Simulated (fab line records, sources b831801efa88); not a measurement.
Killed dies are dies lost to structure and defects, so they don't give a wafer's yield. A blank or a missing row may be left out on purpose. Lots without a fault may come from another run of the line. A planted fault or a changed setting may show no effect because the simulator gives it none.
Which tool did it? | flow sky130 | 6 lots, 18 wafers sampled, at 4 steps of a route of 708

WHAT THE GAUGES READ, wafer by wafer
SKY_SD_P_OVL_MEAS_08.
lot  | measured     | on         | SD_P_OVL (nm)
L605 | day 26 14:35 | overlay-01 | -0.6 -0.4 -0.4
L609 | day 28 18:10 | overlay-02 | -3.6 -3.3 -2.2
L612 | day 28 21:04 | overlay-02 | 1.2 1.7 1.8
L615 | day 29 08:37 | overlay-01 | -2.2 -0.9 -2.3
L624 | day 32 08:46 | overlay-02 | 0.8 0.5 -1.7
L626 | day 33 00:41 | overlay-02 | 0.5 1.0 1.4

WHICH TOOL RAN EACH LOT (tool, then ch and the chambers of the sampled wafers, then the start)
lot  | SKY_LDD_LDN_STRIP_12                 | SKY_POLY_CUT_ETCH_10               | SKY_SD_P_EXPOSE_04
L605 | plasma_asher-02 ch 0,1, day 24 01:55 | rie_diel-02 ch 1,2,3, day 25 09:04 | iline_stepper-01 ch 0, day 26 00:44
L609 | plasma_asher-02 ch 0,1, day 26 05:57 | rie_diel-04 ch 0,2,3, day 27 14:07 | iline_stepper-02 ch 0, day 28 04:21
L612 | plasma_asher-02 ch 0,1, day 26 07:49 | rie_diel-03 ch 0,1,2, day 27 15:19 | iline_stepper-02 ch 0, day 28 06:35
L615 | plasma_asher-01 ch 0,1, day 26 22:13 | rie_diel-03 ch 0,1,2, day 28 04:25 | iline_stepper-02 ch 0, day 28 18:35
L624 | plasma_asher-02 ch 0,1, day 29 23:05 | rie_diel-03 ch 0,1, day 31 05:58   | iline_stepper-02 ch 0, day 31 19:37
L626 | plasma_asher-01 ch 0,1, day 30 18:25 | rie_diel-02 ch 0,1, day 31 22:55   | iline_stepper-02 ch 0, day 32 12:14
- SKY_LDD_LDN_STRIP_12: strips in O2/N2.
- SKY_POLY_CUT_ETCH_10: etches BARC in N2/H2, stops on SiO2, time 45.9 s, target depth 60 nm.
- SKY_SD_P_EXPOSE_04: exposes mask PSDM, target cd 380 nm.

THE ANSWER, worked out from the rows above alone
Rule: what is usual is taken from the lots themselves. Put in order of their means at a reading, lots are off if they are a third of the lots or fewer, leave a main group of 4 or more, and stand apart from it by a gap of 3 or more times the standard deviation of the main group's means; of several such gaps the widest counts. A main group whose means are all the same, to the digits that the tables above print for the reading, isn't used. A lot without any number at a reading at which 4 lots or more have one is off too. The other lots that the step has rows for count as sound.
No lot is off at any reading shown: from this, nothing can be told.

WHAT THE SIMULATOR HAD PUT IN
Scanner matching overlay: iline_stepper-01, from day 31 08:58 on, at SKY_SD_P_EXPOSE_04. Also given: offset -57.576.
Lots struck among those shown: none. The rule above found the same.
